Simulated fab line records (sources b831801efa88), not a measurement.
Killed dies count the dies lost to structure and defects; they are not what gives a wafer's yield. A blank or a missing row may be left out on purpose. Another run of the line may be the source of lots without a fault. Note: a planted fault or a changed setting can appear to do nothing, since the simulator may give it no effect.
Problem report in the 8D (eight disciplines) form, filled by code ; flow sky130 ; the parts of the form that need people (team, actions taken, sign-off) are left out

1. WHAT WENT WRONG
At SKY_SD_N_CD_MEAS_07, cd nm averages 232.4 nm over 9 wafers from 3 lots, while fault-free wafers read 380.2 nm, standard deviation 2.4. That puts it -62 standard deviations away from the usual mean.
The step: target cd 380 nm.
The first sign was on wafer L938.1 at day 34 06:34, on cd sem-02. The record holds 42 wafers of 14 lots with a number at this step. Rule for "out" (also "out of limits"): further than 4 standard deviations from the usual mean. The other wafers with a number count as sound.

2. WHAT IT IS AND WHAT IT IS NOT
question;is;is not
which readings at this step;cd nm;-
which lots;L938, L940, L941;L920, L921, L922, L923, L925, L927, L928, L930, L931, L939, L942
which wafers of those lots;all that have a number;-
read on which gauges;cd sem-02;cd sem-01
when;from day 34 06:34;"up to then (27 sound wafers); but 6 sound wafers of L939, L942 came after"

3. WHAT RULES OUT EACH SUSPECT
Counting: any tool at a process step up to the reading is kept as a suspect provided that every lot that is out went through it and no sound lot did after the first of them.
- the gauge at SKY_SD_N_CD_MEAS_07: kept. All the wafers that are out were read on cd sem-02, and no step on other tools shows them out.
- litho track-04 at SKY_SD_N_DEVELOP_06 (develop time 60 s): kept. It processed each lot that is out, first L938 at day 34 06:25, and no sound lot thereafter; up to then, the last sound lot it processed was L931 at day 32 04:50.
After counting, litho track-04 at SKY_SD_N_DEVELOP_06 and cd sem-02 at SKY_SD_N_CD_MEAS_07 remain.

4. THE CAUSE (what the simulator had put in)
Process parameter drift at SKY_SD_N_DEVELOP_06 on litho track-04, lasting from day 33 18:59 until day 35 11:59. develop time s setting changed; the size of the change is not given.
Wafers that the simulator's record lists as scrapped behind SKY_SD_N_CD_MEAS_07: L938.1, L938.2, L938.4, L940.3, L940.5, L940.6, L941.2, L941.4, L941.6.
Counting left 2 suspects, and this tool is among them.

5. THE EFFECT CHAIN, in route order
Each row: a reading whose mean over the struck wafers that have a number lies more than 3 standard deviations from the usual. Only readings whose record carries a usual standard deviation are examined. hours: median over the lots of the time between each lot's start at the first step of this table that gives one and its start at this step. sigmas: the change, counted in usual standard deviations.
hours;step;reading;usual;on struck wafers;change;sigmas
0;SKY_SD_N_CD_MEAS_07;cd nm;380.2 nm;232.4;-147.8;-62

6. HOW IT WOULD HAVE BEEN CAUGHT EARLIER
In this record the first reading out of limits at a measuring or inspecting step was taken at day 34 06:34, 12 hours after the fault began at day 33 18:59.
No tool reading at SKY_SD_N_DEVELOP_06 that has a usual standard deviation in the record was out on any struck wafer, so an alarm limit of 4 standard deviations on those readings would not have fired.
Among the 3 lots that are out, L940, L941 began SKY_SD_N_DEVELOP_06 on litho track-04 after day 34 06:34. A hold on the tool at that time would have spared those 2.
